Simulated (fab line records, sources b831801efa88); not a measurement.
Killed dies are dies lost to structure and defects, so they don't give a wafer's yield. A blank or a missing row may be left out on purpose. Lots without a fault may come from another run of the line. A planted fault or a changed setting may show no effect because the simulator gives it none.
Chamber matching | flow gf180mcu | GF_V2_ETCH_16 on rie_diel-03: 4 sister chambers
The step etches BARC in N2/H2. 22 wafers are shown with their chamber, then 11 later ones without.

WAFERS WITH THEIR CHAMBER
wafer  | chamber | drypump_motor_current_A (A) | throttle_valve_pct (%) | oes_product_au (a.u.)
L074.1 | 1       | 5.4                         | 13.226                 | 0.853
L074.2 | 3       | 6.1                         | 13.220                 | 0.844
L074.5 | 0       | 5.7                         | 13.231                 | 0.864
L075.1 | 2       | 5.3                         | 13.225                 | 0.856
L075.3 | 0       | 5.7                         | 13.217                 | 0.862
L075.4 | 3       | 6.1                         | 13.237                 | 0.857
L078.1 | 0       | 5.7                         | 13.212                 | 0.860
L078.5 | 2       | 5.3                         | 13.226                 | 0.856
L078.6 | 1       | 5.4                         | 13.210                 | 0.852
L079.3 | 3       | 6.1                         | 13.235                 | 0.860
L079.4 | 0       | 5.7                         | 13.243                 | 0.858
L079.6 | 1       | 5.4                         | 13.227                 | 0.860
L083.1 | 0       | 5.7                         | 13.235                 | 0.847
L083.3 | 1       | 5.4                         | 13.227                 | 0.849
L083.5 | 1       | 5.4                         | 13.212                 | 0.853
L084.2 | 2       | 5.3                         | 13.222                 | 0.859
L084.3 | 3       | 6.1                         | 13.236                 | 0.857
L084.5 | 1       | 5.4                         | 13.224                 | 0.858
L087.1 | 3       | 6.1                         | 13.224                 | 0.855
L087.3 | 2       | 5.3                         | 13.225                 | 0.852
L087.6 | 2       | 5.3                         | 13.222                 | 0.860
L090.1 | 3       | 6.2                         | 13.235                 | 0.856

SIGNATURES (means of the wafers above)
reading                 | chamber 0 | chamber 1 | chamber 2 | chamber 3 | scatter within a chamber
drypump_motor_current_A | 5.700     | 5.400     | 5.300     | 6.117     | 0.0215
throttle_valve_pct      | 13.22760  | 13.22100  | 13.22400  | 13.23117  | 0.00831
oes_product_au          | 0.85820   | 0.85417   | 0.85660   | 0.85483   | 0.00502
Rule: a wafer's distance from a chamber is the root of the sum, over the readings, of the square of ((its reading less the chamber's mean) divided by the reading's scatter). The wafer belongs to the nearest chamber; if the next one is less than 2 further off, it can't be placed. The scatter: the root of (the sum of the squares of (reading less its chamber's mean) over the shown wafers, divided by (wafers less chambers)).

WAFERS WITHOUT THEIR CHAMBER
wafer  | drypump_motor_current_A (A) | throttle_valve_pct (%) | oes_product_au (a.u.)
L090.3 | 5.4                         | 13.229                 | 0.852
L090.6 | 5.3                         | 13.236                 | 0.849
L091.1 | 5.7                         | 13.248                 | 0.851
L091.4 | 5.3                         | 13.225                 | 0.868
L091.5 | 5.4                         | 13.237                 | 0.860
L093.3 | 5.7                         | 13.223                 | 0.863
L093.4 | 5.7                         | 13.217                 | 0.853
L093.5 | 5.3                         | 13.222                 | 0.862
L096.1 | 6.1                         | 13.235                 | 0.852
L096.3 | 5.7                         | 13.227                 | 0.857
L096.6 | 5.7                         | 13.219                 | 0.853

WHICH CHAMBER EACH WENT THROUGH
wafer  | from the rows above | in truth
L090.3 | 1                   | 1
L090.6 | 2                   | 2
L091.1 | 0                   | 0
L091.4 | 2                   | 2
L091.5 | 1                   | 1
L093.3 | 0                   | 0
L093.4 | 0                   | 0
L093.5 | 2                   | 2
L096.1 | 3                   | 3
L096.3 | 0                   | 0
L096.6 | 0                   | 0
Placed correctly: 11 of 11. Can't be placed from these rows: 0. Placed wrongly: 0.
